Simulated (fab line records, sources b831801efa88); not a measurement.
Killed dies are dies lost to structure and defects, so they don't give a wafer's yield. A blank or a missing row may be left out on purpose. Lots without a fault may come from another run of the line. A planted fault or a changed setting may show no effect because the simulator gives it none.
Which tool did it? | flow sky130 | 13 lots, 39 wafers sampled, at 3 steps of a route of 708

WHAT THE GAUGES READ, wafer by wafer
SKY_SONOS_ONO_THK_MEAS_01.
lot  | measured     | on            | SONOS_ONO_OXIDATION_THK (nm)
L390 | day 11 13:02 | film_metro-02 | 2.50 2.60 2.51
L391 | day 11 18:29 | film_metro-04 | 2.66 2.68 2.60
L392 | day 12 05:31 | film_metro-04 | 2.64 2.60 2.55
L393 | day 12 19:22 | film_metro-04 | 2.64 2.68 2.61
L396 | day 13 18:11 | film_metro-01 | 2.57 2.54 2.54
L400 | day 15 02:01 | film_metro-04 | 2.66 2.64 2.64
L401 | day 15 01:59 | film_metro-01 | 2.62 2.57 2.60
L402 | day 15 13:07 | film_metro-04 | 2.53 2.53 2.55
L404 | day 15 22:12 | film_metro-02 | 2.56 2.55 2.57
L405 | day 16 08:17 | film_metro-01 | 2.54 2.54 2.58
L406 | day 16 20:44 | film_metro-02 | 2.53 2.48 2.58
L409 | day 17 21:13 | film_metro-01 | 2.60 2.54 2.53
L413 | day 19 07:54 | film_metro-04 | 2.52 2.56 2.49

SKY_SONOS_ONO_THK_MEAS_05.
lot  | measured     | on            | SONOS_ONO_CVD_04_THK (nm)
L390 | day 11 17:05 | film_metro-02 | 5.62 5.65 5.61
L391 | day 12 00:16 | film_metro-02 | 5.70 5.72 5.68
L392 | day 12 08:33 | film_metro-01 | 5.59 5.54 5.55
L393 | day 13 00:24 | film_metro-02 | 5.36 5.41 5.40
L396 | day 13 22:33 | film_metro-01 | 5.45 5.51 5.56
L400 | day 15 05:25 | film_metro-01 | 5.67 5.77 5.74
L401 | day 15 06:38 | film_metro-01 | 5.57 5.71 5.57
L402 | day 15 19:56 | film_metro-02 | 5.68 5.65 5.66
L404 | day 16 01:19 | film_metro-04 | 5.65 5.79 5.74
L405 | day 16 11:28 | film_metro-04 | 5.52 5.63 5.50
L406 | day 16 23:34 | film_metro-02 | 5.56 5.72 5.66
L409 | day 18 00:10 | film_metro-02 | 5.70 5.67 5.79
L413 | day 19 10:19 | film_metro-02 | 5.51 5.52 5.50

WHICH TOOL RAN EACH LOT (tool, then ch and the chambers of the sampled wafers, then the start)
lot  | SKY_VT_ADJUST_HVTR_STRIP_10
L390 | plasma_asher-02 ch 0,1, day 9 14:16
L391 | plasma_asher-02 ch 0,1, day 9 18:04
L392 | plasma_asher-02 ch 0,1, day 10 05:28
L393 | plasma_asher-01 ch 1, day 10 13:16
L396 | plasma_asher-04 ch 1, day 11 14:23
L400 | plasma_asher-04 ch 0,1, day 12 19:47
L401 | plasma_asher-02 ch 0,1, day 12 20:04
L402 | plasma_asher-01 ch 0,1, day 13 04:52
L404 | plasma_asher-01 ch 0,1, day 13 14:28
L405 | plasma_asher-01 ch 0,1, day 13 22:40
L406 | plasma_asher-04 ch 0,1, day 14 11:58
L409 | plasma_asher-01 ch 0,1, day 15 10:16
L413 | plasma_asher-04 ch 0,1, day 16 15:47
- SKY_VT_ADJUST_HVTR_STRIP_10: strips in O2/N2.

WHAT THE TOOLS THEMSELVES READ (means of the sampled wafers that have a number; where no wafer has one, the mark that the record gives instead)
SKY_VT_ADJUST_HVTR_STRIP_10.
lot  | tool            | drypump_motor_current_A (A) | oes_product_au (a.u.) | strip_time_to_endpoint_s (s)
L390 | plasma_asher-02 | 5.9                         | 0.715                 | 14.16
L391 | plasma_asher-02 | 5.9                         | 0.715                 | 14.09
L392 | plasma_asher-02 | 5.9                         | 0.715                 | 14.15
L393 | plasma_asher-01 | 5.2                         | 0.717                 | 14.27
L396 | plasma_asher-04 | 6.5                         | 0.711                 | 14.23
L400 | plasma_asher-04 | 5.6                         | 0.719                 | 14.18
L401 | plasma_asher-02 | 5.9                         | 0.708                 | 14.24
L402 | plasma_asher-01 | 5.4                         | 0.714                 | 14.20
L404 | plasma_asher-01 | 5.4                         | 0.718                 | 14.18
L405 | plasma_asher-01 | 5.3                         | 0.716                 | 14.24
L406 | plasma_asher-04 | 6.1                         | 0.712                 | 14.15
L409 | plasma_asher-01 | 5.4                         | 0.712                 | 14.14
L413 | plasma_asher-04 | 5.6                         | 0.718                 | 14.20

THE ANSWER, worked out from the rows above alone
Rule: what is usual is taken from the lots themselves. Put in order of their means at a reading, lots are off if they are a third of the lots or fewer, leave a main group of 4 or more, and stand apart from it by a gap of 3 or more times the standard deviation of the main group's means; of several such gaps the widest counts. A main group whose means are all the same, to the digits that the tables above print for the reading, isn't used. A lot without any number at a reading at which 4 lots or more have one is off too. The other lots that the step has rows for count as sound. The gauges are gone through in route order, then the tools' own readings, and for those a lot's mean is taken as printed above. The first step at which some lot is off is used, and at that step the reading that is off furthest; a lot without a number counts as furthest.
No lot is off at any reading shown: from this, nothing can be told.

WHAT THE SIMULATOR HAD PUT IN
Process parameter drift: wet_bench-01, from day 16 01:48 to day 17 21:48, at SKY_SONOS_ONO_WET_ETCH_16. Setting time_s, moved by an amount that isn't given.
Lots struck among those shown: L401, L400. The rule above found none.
